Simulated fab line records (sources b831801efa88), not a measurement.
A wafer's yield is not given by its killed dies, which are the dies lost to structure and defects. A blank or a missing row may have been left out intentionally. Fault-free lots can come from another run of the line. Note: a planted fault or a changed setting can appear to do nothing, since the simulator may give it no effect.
Problem report, 8D (eight disciplines) form, completed by code :: flow gf180mcu :: the parts of the form that need people (team, actions taken, sign-off) are left out

## 1. WHAT WENT WRONG
NSD_RS at GF_PSD_RS_MEAS_14 reads a mean of 50.67 ohm/sq on 6 wafers of 2 lots; wafers without a fault read 46.41 ohm/sq with a standard deviation of 0.088. Measured from the usual mean, that is +48 standard deviations.
The step: measures by four-point-probe.
Earliest sighting: wafer L527.1 on filmMetro-03 at day 18 16:55. The record holds 36 wafers of 12 lots with a number at this step. Rule for "out" (also "out of limits"): further than 4 standard deviations from the usual mean. Any other wafer with a number is counted as sound.

## 2. WHAT IT IS, AND WHAT IT ISN'T
question: which readings at this step
is: NSD_RS
is not: -

question: which lots
is: L527, L528
is not: L515, L519, L520, L522, L524, L529, L533, L536, L537, L538

question: which wafers of those lots
is: all that have a number
is not: -

question: read on which gauges
is: filmMetro-01, filmMetro-03
is not: filmMetro-02

question: when
is: from day 18 16:55
is not: up to then (15 sound wafers); but 15 sound wafers of L529, L533, L536, L537, L538 came after

## 3. SUSPECTS, AND WHAT RULES EACH OUT
Counting: a tool at a process step up to the reading stays a suspect if it ran every lot that is out and no sound lot after the first of them.
- ruled out: the gauge at GF_PSD_RS_MEAS_14. 2 gauges (filmMetro-01, filmMetro-03) read the wafers that are out.
- rtpAnneal-02 at GF_PSD_RTA_13 (time 20 s): kept. It processed each lot that is out, first L527 at day 18 16:50, and no sound lot thereafter; up to then, the last sound lot it processed was L524 at day 17 10:39. Out on those wafers are its own readings of wafer_temp_C_max.
Remaining after the count: rtpAnneal-02 at GF_PSD_RTA_13.

## 4. THE CAUSE (what the simulator had put in)
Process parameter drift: rtpAnneal-02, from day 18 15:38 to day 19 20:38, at GF_PSD_RTA_13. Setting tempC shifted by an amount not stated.
Counting left only this tool.

## 5. THE EFFECT CHAIN, in route order
Each row: a reading where the mean over the struck wafers with a number is more than 3 standard deviations away from the usual. Only readings whose record carries a usual standard deviation are examined. hours: median over the lots of the time between each lot's start at the first step of this table that gives one and its start at this step. sigmas: the change, counted in usual standard deviations.
hours: 0
step: GF_PSD_RTA_13
reading: wafer_temp_C_max
usual: 1029.7
on struck wafers: 995.1
change: -34.6
sigmas: -27

hours: 0
step: GF_PSD_RS_MEAS_14
reading: NSD_RS
usual: 46.41 ohm/sq
on struck wafers: 50.67
change: +4.26
sigmas: +48

hours: 0
step: GF_PSD_RS_MEAS_15
reading: PSD_RS
usual: 108.40 ohm/sq
on struck wafers: 131.57
change: +23.17
sigmas: +80
It contains these process steps:
- GF_PSD_RTA_13: time 20 s.

## 6. HOW IT WOULD HAVE BEEN CAUGHT EARLIER
In this record the first reading out of limits at a measuring or inspecting step was taken at day 18 16:55, 1 hour after the fault began at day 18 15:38.
The tool's own readings at GF_PSD_RTA_13 were out on every struck wafer that the step has a row for (wafer_temp_C_max): an alarm limit on them would have fired on the first of those.
Among the 2 lots that are out, L528 began GF_PSD_RTA_13 on rtpAnneal-02 after day 18 16:55. Putting the tool on hold at that point would have spared it.
